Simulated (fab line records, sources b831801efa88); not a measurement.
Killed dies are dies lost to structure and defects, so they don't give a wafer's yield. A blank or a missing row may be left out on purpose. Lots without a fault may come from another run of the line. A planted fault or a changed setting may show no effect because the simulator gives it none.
Which tool did it? | flow gf180mcu | 6 lots, 18 wafers sampled, at 3 steps of a route of 602

WHAT THE GAUGES READ, wafer by wafer
GF_VT_IMPLANT_RS_MEAS_47: measures by four-point-probe.
lot  | measured     | on            | NWELL_RS (ohm/sq)
L543 | day 8 04:03  | film_metro-03 | 486.3 488.4 490.2
L547 | day 9 03:47  | film_metro-03 | 487.8 488.2 488.5
L550 | day 10 00:44 | film_metro-03 | 486.5 487.6 484.9
L555 | day 11 10:51 | film_metro-01 | 490.4 489.4 490.3
L559 | day 12 12:00 | film_metro-04 | 488.6 486.9 485.9
L561 | day 13 06:35 | film_metro-03 | 488.0 487.9 487.9

WHICH TOOL RAN EACH LOT (tool, then ch and the chambers of the sampled wafers, then the start)
lot  | GF_VT_IMPLANT_COAT_35             | GF_VT_IMPLANT_STRIP_42
L543 | litho_track-01 ch 0, day 7 19:22  | plasma_asher-04 ch 0,1, day 8 03:37
L547 | litho_track-03 ch 0, day 8 18:47  | plasma_asher-01 ch 0,1, day 9 03:22
L550 | litho_track-03 ch 0, day 9 16:12  | plasma_asher-04 ch 1, day 10 00:16
L555 | litho_track-03 ch 0, day 11 00:44 | plasma_asher-01 ch 0,1, day 11 10:25
L559 | litho_track-03 ch 0, day 12 01:56 | plasma_asher-04 ch 0,1, day 12 11:34
L561 | litho_track-04 ch 0, day 12 19:44 | plasma_asher-01 ch 0,1, day 13 06:10
- GF_VT_IMPLANT_COAT_35: resist thk 1000 nm.
- GF_VT_IMPLANT_STRIP_42: strips in O2/N2.

THE ANSWER, worked out from the rows above alone
Rule: what is usual is taken from the lots themselves. Put in order of their means at a reading, lots are off if they are a third of the lots or fewer, leave a main group of 4 or more, and stand apart from it by a gap of 3 or more times the standard deviation of the main group's means; of several such gaps the widest counts. A main group whose means are all the same, to the digits that the tables above print for the reading, isn't used. A lot without any number at a reading at which 4 lots or more have one is off too. The other lots that the step has rows for count as sound.
No lot is off at any reading shown: from this, nothing can be told.

WHAT THE SIMULATOR HAD PUT IN
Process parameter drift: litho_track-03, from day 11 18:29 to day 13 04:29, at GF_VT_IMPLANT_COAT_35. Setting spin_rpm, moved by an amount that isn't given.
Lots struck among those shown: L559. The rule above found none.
